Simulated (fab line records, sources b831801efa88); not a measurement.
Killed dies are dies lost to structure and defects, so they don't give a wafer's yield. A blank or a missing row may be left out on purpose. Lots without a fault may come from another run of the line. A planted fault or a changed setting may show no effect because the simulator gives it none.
Which tool did it? | flow gf180mcu | 11 lots, 33 wafers sampled, at 6 steps of a route of 602

WHAT THE GAUGES READ, wafer by wafer
GF_STI_THK_MEAS_04. Usual: STI_CVD_03_THK 206.9 nm, standard deviation 2.1.
lot  | measured    | on            | STI_CVD_03_THK (nm)                 | flag
L416 | day 1 13:34 | film_metro-02 | 205.8 205.4 204.8                   |
L417 | day 1 18:44 | film_metro-04 | 206.4 204.8 203.9                   |
L421 | day 2 15:29 | film_metro-02 | 204.4 204.0 203.9                   |
L423 | day 3 03:23 | film_metro-04 | 207.1 205.7 206.8                   |
L425 | day 3 10:34 | film_metro-02 | 208.0 209.3 207.5                   |
L427 | day 3 21:40 | film_metro-04 | 208.1 208.2 206.8                   |
L429 | day 4 10:59 | film_metro-02 | 146.4 148.2 144.9 146.4 148.3 144.8 | OFF
L430 | day 4 13:30 | film_metro-04 | 148.8 147.2 148.7 149.0 147.2 148.8 | OFF
L432 | day 4 21:34 | film_metro-04 | 203.0 207.0 206.2                   |
L433 | day 5 03:34 | film_metro-02 | 208.5 208.1 208.2                   |
L438 | day 6 04:13 | film_metro-04 | 208.6 208.3 207.7                   |

GF_HV_LDD_TW_MEAS_11. Usual: HV_LDD_TW 2417, standard deviation 21.
lot  | measured     | on            | HV_LDD_TW      | flag
L416 | day 10 02:10 | film_metro-03 | 2419 2412 2413 |
L417 | day 10 07:52 | film_metro-04 | 2373 2387 2385 |
L421 | day 11 14:56 | film_metro-01 | 2435 2444 2434 |
L423 | day 12 08:15 | film_metro-01 | 2435 2437 2421 |
L425 | day 13 00:15 | film_metro-03 | 2417 2422 2412 |
L427 | day 13 12:56 | film_metro-01 | 2443 2441 2457 |
L429 | day 14 06:30 | film_metro-01 | 2434 2431 2423 |
L430 | day 14 13:06 | film_metro-03 | 2408 2421 2403 |
L432 | day 14 23:25 | film_metro-03 | 2421 2421 2418 |
L433 | day 15 06:22 | film_metro-04 | 2402 2394 2405 |
L438 | day 16 17:46 | film_metro-04 | 2396 2379 2380 |

GF_HV_LDD_OVL_MEAS_47. Usual: HV_LDD_03_OVL -0.1 nm, standard deviation 1.5.
lot  | measured     | on         | HV_LDD_03_OVL (nm) | flag
L416 | day 12 10:58 | overlay-01 | -1.5 -1.0 -0.5     |
L417 | day 12 16:26 | overlay-02 | -2.4 -1.4 -3.3     |
L421 | day 14 03:25 | overlay-01 | 0.5 1.4 1.6        |
L423 | day 14 21:52 | overlay-01 | 0.0 -1.1 -1.5      |
L425 | day 15 16:41 | overlay-02 | -0.4 1.0 -1.7      |
L427 | day 16 04:04 | overlay-01 | 1.6 -0.9 -2.1      |
L429 | day 17 00:01 | overlay-01 | -2.3 -1.0 -1.8     |
L430 | day 17 08:35 | overlay-02 | -0.2 1.3 1.1       |
L432 | day 17 18:40 | overlay-01 | -0.4 -0.4 -0.1     |
L433 | day 18 02:41 | overlay-01 | 2.1 2.3 1.5        |
L438 | day 19 16:55 | overlay-01 | -0.2 1.0 -1.3      |

WHICH TOOL RAN EACH LOT (tool, then ch and the chambers of the sampled wafers, then the start)
lot  | GF_STI_CVD_03              | GF_STI_ETCH_13                    | GF_HV_LDD_STRIP_22
L416 | lpcvd-01 ch 1, day 1 11:34 | rie_diel-03 ch 0,1,2, day 2 01:20 | plasma_asher-01 ch 0,1, day 10 20:34
L417 | lpcvd-02 ch 1, day 1 16:44 | rie_diel-03 ch 0,1,3, day 2 06:23 | plasma_asher-01 ch 0,1, day 11 01:52
L421 | lpcvd-02 ch 0, day 2 13:30 | rie_diel-03 ch 1,2,3, day 3 04:05 | plasma_asher-02 ch 0,1, day 12 09:59
L423 | lpcvd-02 ch 0, day 3 01:24 | rie_diel-01 ch 0,1, day 3 16:02   | plasma_asher-01 ch 0, day 13 03:44
L425 | lpcvd-01 ch 1, day 3 08:34 | rie_diel-02 ch 0,1, day 4 00:08   | plasma_asher-01 ch 0,1, day 13 20:33
L427 | lpcvd-02 ch 1, day 3 19:41 | rie_diel-03 ch 0,1,2, day 4 10:38 | plasma_asher-02 ch 0,1, day 14 09:09
L429 | lpcvd-02 ch 1, day 4 09:00 | rie_diel-01 ch 1,2, day 5 01:17   | plasma_asher-01 ch 0,1, day 15 02:53
L430 | lpcvd-02 ch 1, day 4 11:31 | rie_diel-03 ch 1,2, day 5 03:17   | plasma_asher-01 ch 0,1, day 15 10:49
L432 | lpcvd-01 ch 0, day 4 19:34 | rie_diel-03 ch 1,3, day 5 11:38   | plasma_asher-03 ch 0,1, day 15 20:44
L433 | lpcvd-01 ch 0, day 5 00:34 | rie_diel-01 ch 0,1, day 5 18:56   | plasma_asher-02 ch 0,1, day 16 04:01
L438 | lpcvd-01 ch 0, day 6 02:13 | rie_diel-03 ch 2,3, day 6 18:41   | plasma_asher-02 ch 0,1, day 17 16:16
- GF_STI_CVD_03: deposits Si3N4 from DCS/NH3, target thk 207.16 nm, time 3551 s.
- GF_STI_ETCH_13: etches the open film in CHF3/O2, stops on Si, target depth 282.31 nm, time 112.9 s.
- GF_HV_LDD_STRIP_22: strips in O2/N2.

WHAT THE TOOLS THEMSELVES READ (means of the sampled wafers that have a number; where no wafer has one, the mark that the record gives instead)
GF_STI_CVD_03. Usual: spike_tc_upper_C 768.8 C, standard deviation 1.1; zone_power_centre_pct 14.4 %, standard deviation 0.79; zone_power_upper_pct 13.3 %, standard deviation 1.4.
lot  | tool     | spike_tc_upper_C (C) | zone_power_centre_pct (%) | zone_power_upper_pct (%) | flag
L416 | lpcvd-01 | 767.2                | 15.8                      | 12.0                     |
L417 | lpcvd-02 | 769.1                | 13.8                      | 12.1                     |
L421 | lpcvd-02 | 768.1                | 13.7                      | 15.3                     |
L423 | lpcvd-02 | 769.1                | 13.8                      | 15.3                     |
L425 | lpcvd-01 | 767.1                | 15.9                      | 12.0                     |
L427 | lpcvd-02 | 769.5                | 13.7                      | 11.9                     |
L429 | lpcvd-02 | 769.3                | 13.9                      | 11.9                     |
L430 | lpcvd-02 | 769.1                | 13.8                      | 11.8                     |
L432 | lpcvd-01 | 768.2                | 15.0                      | 13.5                     |
L433 | lpcvd-01 | 768.1                | 14.9                      | 13.4                     |
L438 | lpcvd-01 | 769.1                | 15.0                      | 13.5                     |

GF_STI_ETCH_13. Usual: drypump_motor_current_A 5.6 A, standard deviation 0.47; oes_product_au 0.833 a.u., standard deviation 0.0071; rf_fwd_power_W 596.8 W, standard deviation 2; throttle_valve_pct 8.809 %, standard deviation 0.0083.
lot  | tool        | drypump_motor_current_A (A) | oes_product_au (a.u.) | rf_fwd_power_W (W) | throttle_valve_pct (%) | flag
L416 | rie_diel-03 | 5.6                         | 0.828                 | 595.3              | 8.804                  |
L417 | rie_diel-03 | 5.4                         | 0.824                 | 596.4              | 8.801                  |
L421 | rie_diel-03 | 5.3                         | 0.825                 | 595.4              | 8.808                  |
L423 | rie_diel-01 | 5.7                         | 0.830                 | 595.9              | 8.806                  |
L425 | rie_diel-02 | 5.7                         | 0.834                 | 596.8              | 8.818                  |
L427 | rie_diel-03 | 5.6                         | 0.833                 | 597.7              | 8.816                  |
L429 | rie_diel-01 | 6.1                         | 0.701                 | 593.2              | 8.771                  | OFF
L430 | rie_diel-03 | 5.5                         | 0.708                 | 596.9              | 8.772                  | OFF
L432 | rie_diel-03 | 5.1                         | 0.827                 | 596.6              | 8.810                  |
L433 | rie_diel-01 | 5.7                         | 0.833                 | 596.9              | 8.808                  |
L438 | rie_diel-03 | 5.0                         | 0.836                 | 593.6              | 8.808                  |

GF_HV_LDD_STRIP_22. Usual: drypump_motor_current_A 5.7 A, standard deviation 0.36; heater_power_w 335 W, standard deviation 29; oes_product_au 0.716 a.u., standard deviation 0.0043; strip_time_to_endpoint_s 12.61 s, standard deviation 0.031.
lot  | tool            | drypump_motor_current_A (A) | heater_power_w (W) | oes_product_au (a.u.) | strip_time_to_endpoint_s (s) | flag
L416 | plasma_asher-01 | 5.7                         | 334                | 0.714                 | 12.66                        |
L417 | plasma_asher-01 | 5.4                         | 328                | 0.716                 | 12.60                        |
L421 | plasma_asher-02 | 5.7                         | 335                | 0.713                 | 12.60                        |
L423 | plasma_asher-01 | 5.2                         | 328                | 0.717                 | 12.60                        |
L425 | plasma_asher-01 | 5.5                         | 339                | 0.716                 | 12.61                        |
L427 | plasma_asher-02 | 5.7                         | 331                | 0.713                 | 12.63                        |
L429 | plasma_asher-01 | 5.7                         | 340                | 0.722                 | 12.59                        |
L430 | plasma_asher-01 | 5.7                         | 337                | 0.718                 | 12.64                        |
L432 | plasma_asher-03 | 6.1                         | 308                | 0.713                 | 12.63                        |
L433 | plasma_asher-02 | 5.6                         | 361                | 0.712                 | 12.60                        |
L438 | plasma_asher-02 | 5.7                         | 336                | 0.718                 | 12.58                        |

THE ANSWER, worked out from the rows above alone
Rule: a lot is off if the mean of its wafers that have a number lies more than 3 standard deviations from the usual mean. A lot without any number at a reading at which 4 lots or more have one is off too. The other lots that the step has rows for count as sound. The gauges are gone through in route order, then the tools' own readings, and for those a lot's mean is taken as printed above. The first step at which some lot is off is used, and at that step the reading that is off furthest; a lot without a number counts as furthest.
Off: L429, L430, at GF_STI_THK_MEAS_04 (STI_CVD_03_THK).
A tool fits if, at a process step before that reading, it ran every lot that is off, and no sound lot after the first of them. The gauges at GF_STI_THK_MEAS_04 aren't tried: what is off there is off at GF_STI_ETCH_13 too, on other tools, and a gauge's error can't cause that. One fits: lpcvd-02 at GF_STI_CVD_03. Its last sound lot is L427 (day 3 19:41), its first lot that is off L429 (day 4 09:00): a fault that began between those two fits.

WHAT THE SIMULATOR HAD PUT IN
Process parameter drift: lpcvd-02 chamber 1, from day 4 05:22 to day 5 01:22, at GF_STI_CVD_03. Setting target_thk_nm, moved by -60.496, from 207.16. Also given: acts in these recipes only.
Lots struck among those shown: L429, L430. The rule above found the same.
